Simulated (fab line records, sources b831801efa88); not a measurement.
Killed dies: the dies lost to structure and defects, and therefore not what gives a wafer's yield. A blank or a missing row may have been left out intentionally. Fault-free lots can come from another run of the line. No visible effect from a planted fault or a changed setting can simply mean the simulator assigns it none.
Comparing a struck lot with a sound one / flow sky130 / 13 steps out of a route of 708
Sound: wafers L205.2, L205.3, L205.4. Wafers L200.2, L200.5, L200.6 were the ones struck. The cause is named last.
Each step with rows lists, per side, the tool, then ch with its chambers, then its first start. Under that, the readings that differ: sound wafers / struck wafers / difference of the means / sigmas: that difference in standard deviations of wafers without a fault.
alike: a reading whose means differ by less than 2 such deviations, as well as words and numbers matching on both sides. not compared: withheld readings; readings where some wafer has no value; bounds like >300 that might hide an equal value; numbers whose values overlap and for which the record gives no deviation.
A row with sigmas, a row that says differs or no value, or rows on one side alone: a step with any of these is where the two part. Numbers that have no deviation but don't overlap get no sigmas and don't part them. Lack of a reading on every wafer of one side parts them only where that side has two or more wafers.

SKY_NWELL_STRIP_25: strips in O2/N2.
  sound on plasmaAsher-02 ch 0,1, day 9 17:37; struck on plasmaAsher-04 ch 0,1, day 7 21:38
  alike: drypumpMotorCurrentA, oesProductAu, stripTimeToEndpointS
  not compared: rfHoursCounterH
SKY_NWELL_TW_MEAS_26:
  struck on filmMetro-04, day 7 21:44; sound on filmMetro-03, day 9 17:44
  alike: NWELL_2_TW
then, 1 step without rows for these wafers: SKY_NWELL_CLEAN_27 (cleans in SC1/SC2, time 150 s).
SKY_NWELL_RTA_28: time 30 s.
  sound on rtpAnneal-01 ch 0, day 9 17:51; struck on rtpAnneal-01 ch 0, day 7 21:52
  alike: chamberO2Ppm, lampPowerPct, rampDownCPerS, wafer_temp_C_max
SKY_NWELL_RS_MEAS_29: uses a four-point probe to measure.
  struck on filmMetro-04, day 7 21:58; sound on filmMetro-04, day 9 17:57
  alike: NWELL_RS
SKY_NWELL_RS_MEAS_31: uses a four-point probe to measure.
  struck on filmMetro-04, day 7 22:13; sound on filmMetro-04, day 9 18:11
  alike: PWDE_RS
then, 5 steps without rows for these wafers: SKY_VT_ADJUST_HVTP_DEHYDRATE_00 (time 60 s); SKY_VT_ADJUST_HVTP_HMDS_01 (prime time 60 s); SKY_VT_ADJUST_HVTP_COAT_02 (resist thk 1140 nm); SKY_VT_ADJUST_HVTP_SOFTBAKE_03 (time 60 s); SKY_VT_ADJUST_HVTP_EXPOSE_04 (exposes mask HVTPM, target cd 380 nm).
SKY_VT_ADJUST_HVTP_PEB_05:
  struck on lithoTrack-01, day 8 18:44; sound on lithoTrack-01 ch 0, day 10 15:47
reading=exhaustPa (Pa); sound=45.7 46.3 44.2; struck=- - -; difference=no value on the struck wafers; sigmas=
  not compared: chillPlateTempC
then, 1 step without rows for these wafers: SKY_VT_ADJUST_HVTP_DEVELOP_06 (develop time 60 s).

WHERE THEY PART
Only at SKY_VT_ADJUST_HVTP_PEB_05, within this record.

WHY: what the simulator had put in
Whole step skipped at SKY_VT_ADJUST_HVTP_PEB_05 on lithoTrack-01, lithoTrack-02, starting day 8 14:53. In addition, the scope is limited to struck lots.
